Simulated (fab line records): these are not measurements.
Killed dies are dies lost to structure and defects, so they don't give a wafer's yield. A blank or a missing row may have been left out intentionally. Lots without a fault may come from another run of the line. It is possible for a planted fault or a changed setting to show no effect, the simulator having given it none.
fab line records	flow sfq-line
record: lots: 6	wafers: 16	last-day: 85
route steps=325 shown M0@42 I0@43
lots untouched by any fault: they come from a run of this same line in which no faults occurred
start-h: hours from the record's first day to the start of the lot's first wafer shown	wait-h: hours elapsed since this lot's preceding step	" identical to the entry in the row above	L1.1+2: several wafers, shown together as one row	- no value, or no start given	* or withheld: withheld	< > ~ a bound
route shown NAME@n: NAME is a module with steps in the file, n the number in the route of the first one	usual: average and standard deviation across the fault-free wafers	same: alike in all rows	chamber/n: place in a boat	sites: the reading at each site	_std_site: the values' standard deviation	_edge_site: the outer-site mean with the inner-site mean subtracted	radius-mm: how far each site lies from the wafer's centre	mask NAME#n: copy n	behind: the last tool/chamber to shape the wafer	hold: cause of the lot's hold/its duration in hours/its outcome	device: the n, p or np transistor that did not switch	end of line: at the end of the route, the tests of the same wafers	a step with no rows: only its recipe	killed: not the wafer's yield, but the dies lost to structure and defects at the first sort	map: a wafer's dies, marking killed ones x, the rest . and places with no die _
set.NAME: the setting that was run; set.NAME@STEP: the one run at that earlier step	model.NAME: the simulator's own value behind a step, which no gauge read
lots at some steps of the route; a table a step, a row a wafer
services: from which hour (start-h, from the record's first day; less than 0 if before it) a tool's chamber was out of use, for how many hours, and why
== steps ==
step: SFQ_TRILAYER_M0_STRIP_SOLV_CLEAN_026
recipe: chemistry: NMP	temp-c: 70	time-s: 600
step: SFQ_TRILAYER_I0_DEP_PECVD_027
recipe: material: SiO2	temp-c: 150	time-s: 111.11	pressure-torr: 2.4	rf-w: 183.3	precursor: SiH4/N2O	target-thk-nm: 500
usual: heater-power-w: 86/17	throttle-valve-pct: 24.1/1.9
lot.wafer	tool	chamber	start-h	wait-h	heater-power-w	throttle-valve-pct
L683.2	pecvd-01	0	318.51	0.0	55	24.4
L683.5	"	1	"	"	111	30.9
L683.6	"	2	"	"	108	23.8
L684.4	pecvd-01	0	323.35	0.0	55	24.5
L684.5	"	2	"	"	107	24.1
L684.6	"	1	"	"	96	30.8
L687.1	pecvd-02	1	345.84	0.0	92	22.5
L687.6	"	0	"	"	65	23.4
L688.1	pecvd-02	2	351.84	0.0	112	22.8
L688.6	"	0	"	"	63	23.3
L694.1	pecvd-02	1	431.41	0.0	90	22.8
L694.2	"	2	"	"	108	23.2
L694.5	"	2	"	"	112	23.0
L697.1	pecvd-03	1	470.91	0.0	53	23.6
L697.3	"	2	"	"	72	26.1
L697.6	"	1	"	"	59	23.8
step: SFQ_TRILAYER_I0_CMP_CMP_028
recipe: material: SiO2	down-force-psi: 3	platen-rpm: 60	pad-velocity-m-s: 0.94248
usual: motor-current-A: 9.9/0.52	slurry-flow-ml-min: 150.0/0.5	time-to-endpoint-s: 213/7.2
lot.wafer	tool	chamber	start-h	wait-h	motor-current-A	slurry-flow-ml-min	time-to-endpoint-s
L683.2	cmp-02	2	320.09	1.5	10.5	150.5	215
L683.6	"	3	"	"	9.1	148.8	209
L683.5	"	0	"	"	9.0	151.1	213
L684.4	cmp-02	3	324.89	1.5	9.7	148.7	218
L684.6	"	0	"	"	9.3	149.0	207
L684.5	"	1	"	"	10.4	150.0	211
L687.1	cmp-01	3	347.42	1.5	9.3	150.2	202
L687.6	"	0	"	"	11.4	148.9	214
L688.1	cmp-01	3	352.53	0.7	9.0	150.6	209
L688.6	"	3	354.53	2.6	9.5	150.4	218
L694.1	cmp-01	0	431.49	0.0	10.5	150.5	211
L694.2	"	2	432.49	1.0	9.8	150.0	215
L694.5	"	0	433.49	2.0	10.3	150.0	209
L697.3	cmp-02	3	472.13	1.2	9.4	149.7	206
L697.1	"	1	473.13	2.2	9.7	149.4	205
L697.6	"	2	"	"	10.0	149.8	217
step: SFQ_I0_BOW_MEAS_907
recipe: mode: bow
usual: I0_BOW: -1/6.5
lot.wafer	tool	chamber	start-h	wait-h	I0_BOW[um]
L683.2	film-metro-01	-	321.61	1.0	1
L683.5	"	-	"	"	-4
L683.6	"	-	"	"	2
L684.4	film-metro-02	-	326.45	1.1	8
L684.5	"	-	"	"	8
L684.6	"	-	"	"	5
L687.1	film-metro-02	-	348.92	1.0	-5
L687.6	"	-	"	"	15
L688.1	film-metro-01	-	355.53	2.5	-1
L688.6	"	-	"	"	5
L694.1	film-metro-04	-	434.49	2.5	5
L694.2	"	-	"	"	-6
L694.5	"	-	"	"	4
L697.1	film-metro-02	-	474.63	1.0	-12
L697.3	"	-	"	"	-15
L697.6	"	-	"	"	-2
step: SFQ_TRILAYER_I0_METRO_MEASURE_029
usual: thk-nm: 200.0/1.2
lot.wafer	tool	chamber	start-h	wait-h	thk-nm
L683.2	film-metro-01	-	321.91	0.3	200.8
L683.5	"	-	"	"	202.1
L683.6	"	-	"	"	201.5
L684.4	film-metro-02	-	327.11	0.6	200.3
L684.5	"	-	"	"	199.8
L684.6	"	-	"	"	199.9
L687.1	film-metro-02	-	349.04	0.1	198.0
L687.6	"	-	350.04	1.0	198.2
L688.1	film-metro-01	-	355.65	0.1	199.8
L688.6	"	-	356.65	1.0	199.0
L694.1	film-metro-04	-	434.61	0.1	199.7
L694.2	"	-	"	"	200.3
L694.5	"	-	"	"	199.0
L697.1	film-metro-02	-	474.75	0.1	198.9
L697.3	"	-	"	"	200.2
L697.6	"	-	"	"	200.7
step: SFQ_TRILAYER_I0_VIA_LITHO_COAT_036
recipe: resist: BARC	spin-rpm: 3000	resist-thk-nm: 62
step: SFQ_TRILAYER_I0_VIA_LITHO_COAT_031
recipe: resist: KrF	spin-rpm: 3000	resist-thk-nm: 650
step: SFQ_TRILAYER_I0_VIA_LITHO_SOFTBAKE_035
recipe: temp-c: withheld	time-s: withheld	resist: KrF
step: SFQ_TRILAYER_I0_VIA_LITHO_EXPOSE_032
recipe: mask-id: I0	na: 0.6	source-shape: conventional	sigma-outer: 0.65	target-cd-nm: 500	dose-mj: 21.3
step: SFQ_TRILAYER_I0_VIA_LITHO_PEB_034
recipe: peb-temp-c: 115	peb-time-s: 60	resist: KrF
step: SFQ_TRILAYER_I0_VIA_LITHO_DEVELOP_033
recipe: time-s: 60	resist: KrF
step: SFQ_I0_OVL_MEAS_908
usual: I0_OVL: -3/5.6
lot.wafer	tool	chamber	start-h	wait-h	I0_OVL[nm]
L683.2	overlay-01	-	453.79	0.1	7
L683.5	"	-	"	"	6
L683.6	"	-	"	"	11
L684.4	overlay-02	-	470.61	0.1	-3
L684.5	"	-	"	"	-2
L684.6	"	-	"	"	-1
L687.1	overlay-01	-	492.29	0.1	4
L687.6	"	-	"	"	2
L688.1	overlay-01	-	499.49	0.1	0
L688.6	"	-	"	"	3
L694.1	overlay-01	-	587.47	0.1	-4
L694.2	"	-	"	"	-2
L694.5	"	-	"	"	-9
L697.1	overlay-01	-	633.23	0.1	-11
L697.3	"	-	"	"	-7
L697.6	"	-	"	"	-1
step: SFQ_TRILAYER_I0_VIA_BARC_OPEN_VIA_ETCH_046
recipe: mask-material: PR	chemistry: O2	target-depth-nm: 125	target: BARC	source-w: 500	bias-w: 80	pressure-mtorr: 30	time-s: 41.7
usual: drypump-motor-current-A: 5.6/0.31	oes-product-au: 0.685/0.0045	run-length-s: 70.3/0.48
lot.wafer	tool	chamber	start-h	wait-h	drypump-motor-current-A	oes-product-au	rf-hours-counter-h	run-length-s	model.KrF_of_TRILAYER_I0_VIA_LITHO_COAT_031.thk-nm
L683.2	rie-diel-02	0	453.82	0.0	5.5	0.689	4	70.5	572.6
L683.5	"	3	"	"	5.8	0.689	-	70.0	572.2
L683.6	"	2	"	"	5.5	0.680	-	70.1	573.6
L684.4	rie-diel-02	3	470.62	0.0	5.8	0.684	3	70.4	574.2
L684.5	"	0	"	"	5.5	0.691	-	70.5	570.8
L684.6	"	1	"	"	5.8	0.687	-	70.8	572.3
L687.1	rie-diel-02	0	492.33	0.0	5.5	0.692	4	70.4	572.2
L687.6	"	2	"	"	5.6	0.716	-	66.7	578.4
L688.1	rie-diel-02	0	499.53	0.0	5.4	0.687	4	70.6	576.3
L688.6	"	0	"	"	5.4	0.731	-	67.1	579
L694.1	rie-diel-03	3	587.50	0.0	5.1	0.684	22	71.0	572.5
L694.2	"	0	"	"	5.8	0.690	0	69.3	572.4
L694.5	"	3	"	"	5.1	0.690	-	70.8	572.1
L697.1	rie-diel-03	1	633.26	0.0	4.8	0.685	10	70.4	574.4
L697.3	"	0	"	"	5.8	0.687	1	69.3	575.2
L697.6	"	1	"	"	4.8	0.685	-	70.4	575.3
step: SFQ_TRILAYER_I0_VIA_ETCH_VIA_ETCH_034
recipe: target: SiO2	stop-on: Nb	mask-material: PR	taper-deg: 20	chemistry: CHF3	target-depth-nm: 260	source-w: 500	bias-w: 80	pressure-mtorr: 30	time-s: withheld
usual: drypump-motor-current-A: 5.6/0.31	oes-product-au: 0.855/0.0056
lot.wafer	tool	chamber	start-h	wait-h	drypump-motor-current-A	oes-product-au	model.KrF_of_TRILAYER_I0_VIA_LITHO_COAT_031.thk-nm
L683.2	rie-diel-02	0	453.86	0.0	5.4	0.857	527.1
L683.5	"	3	"	"	5.8	0.867	527.3
L683.6	"	2	"	"	5.6	0.850	529
L684.4	rie-diel-02	3	470.66	0.0	5.7	0.853	529.6
L684.5	"	0	"	"	5.5	0.849	525.7
L684.6	"	1	"	"	5.8	0.851	527.8
L687.1	rie-diel-02	0	492.37	0.0	5.5	0.853	527.4
L687.6	"	2	"	"	5.5	0.852	534.2
L688.1	rie-diel-02	0	499.57	0.0	5.5	0.848	531.4
L688.6	"	0	"	"	5.5	0.850	534.1
L694.1	rie-diel-03	3	587.54	0.0	5.1	0.856	527.1
L694.2	"	0	"	"	5.8	0.850	528
L694.5	"	3	"	"	5.1	0.857	526.1
L697.1	rie-diel-03	1	633.30	0.0	4.8	0.860	528.6
L697.3	"	0	"	"	5.8	0.854	530.4
L697.6	"	1	"	"	4.8	0.855	529.7
step: SFQ_TRILAYER_I0_VIA_STRIP_STRIP_035
recipe: gas: O2	power-w: 200	platen-temp-c: 40	overash-fraction: 0.65	chemistry: O2	pressure-mtorr: 50
usual: drypump-motor-current-A: 5.7/0.31	oes-product-au: 0.998/0.012
lot.wafer	tool	chamber	start-h	wait-h	drypump-motor-current-A	oes-product-au	rf-hours-counter-h
L683.2	rie-metal-01	0	454.18	-	5.6	1.007	-
L683.5	"	0	"	"	5.6	1.014	-
L683.6	"	0	"	"	5.6	1.013	-
L684.4	rie-metal-01	1	470.98	-	5.3	0.980	-
L684.5	"	1	"	"	5.3	0.990	-
L684.6	"	0	"	"	5.5	1.016	-
L687.1	rie-metal-02	0	492.48	-	5.4	1.005	87
L687.6	"	1	"	"	6.2	1.008	-
L688.1	rie-metal-04	0	499.68	-	5.7	0.983	17
L688.6	"	1	"	"	5.5	0.991	-
L694.1	rie-metal-04	1	587.66	-	5.5	0.998	74
L694.2	"	0	"	"	5.7	0.990	26
L694.5	"	0	"	"	5.7	0.985	-
L697.1	rie-metal-04	1	633.42	-	5.6	0.976	80
L697.3	"	1	"	"	5.6	0.985	-
L697.6	"	0	"	"	5.7	0.970	-
== services ==
tool	chamber	start-h	hours	kind
rie-diel-02	-	312.66	0.5	repair
cmp-02	-	327.23	0.7	repair
cmp-02	-	347.01	5.6	pm
cmp-02	-	353.64	1.2	repair
rie-diel-03	1	388.71	4.3	repair
rie-diel-02	2	391.68	6.4	repair
rie-diel-02	0	398.65	9.3	repair
cmp-02	-	409.35	4.0	pm
rie-diel-02	2	413.32	5.1	repair
cmp-02	-	423.12	4.5	repair
film-metro-02	-	423.92	0.9	pm
rie-diel-03	2	447.65	29.4	repair
film-metro-02	-	467.60	0.7	pm
rie-diel-02	3	473.73	12.4	repair
film-metro-02	-	501.06	1.3	pm
rie-diel-02	2	511.69	12.7	repair
cmp-02	-	516.14	2.0	repair
rie-diel-02	-	546.72	2.8	pm
rie-diel-02	3	552.27	40.7	repair
rie-diel-02	1	566.85	6.0	repair
rie-diel-02	2	572.82	10.1	repair
rie-diel-03	-	580.26	2.8	pm
cmp-02	-	626.38	3.4	repair
rie-diel-03	2	632.30	3.6	repair
== key ==
first-sign: step: SFQ_TRILAYER_I0_VIA_BARC_OPEN_VIA_ETCH_046	reading: oes-product-au	direction: up	sigmas: 8.4	usual: 0.685	struck: 0.724
effect: step: SFQ_TRILAYER_I0_VIA_BARC_OPEN_VIA_ETCH_046	reading: run-length-s	direction: down	sigmas: 7.1	usual: *	struck: *
model-effect: step: SFQ_TRILAYER_I0_VIA_BARC_OPEN_VIA_ETCH_046	value: KrF_of_TRILAYER_I0_VIA_LITHO_COAT_031.thk-nm	without: 574.6	struck: 578.7
model-effect: step: SFQ_TRILAYER_I0_VIA_ETCH_VIA_ETCH_034	value: KrF_of_TRILAYER_I0_VIA_LITHO_COAT_031.thk-nm	without: 530	struck: 534.1
met-at SFQ_TRILAYER_I0_VIA_BARC_OPEN_VIA_ETCH_046
struck-wafers L687.6,L688.6
onset-between 470.62 492.33
fault: kind: process-parameter-drift	tool: rie-diel-02	chamber: -	onset-h: 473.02	steps: SFQ_TRILAYER_I0_VIA_BARC_OPEN_VIA_ETCH_046	channel: time-s	offset: *	shape: step	end-h: 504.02	scope: struck-wafers-only	acts-in: *	stated: *
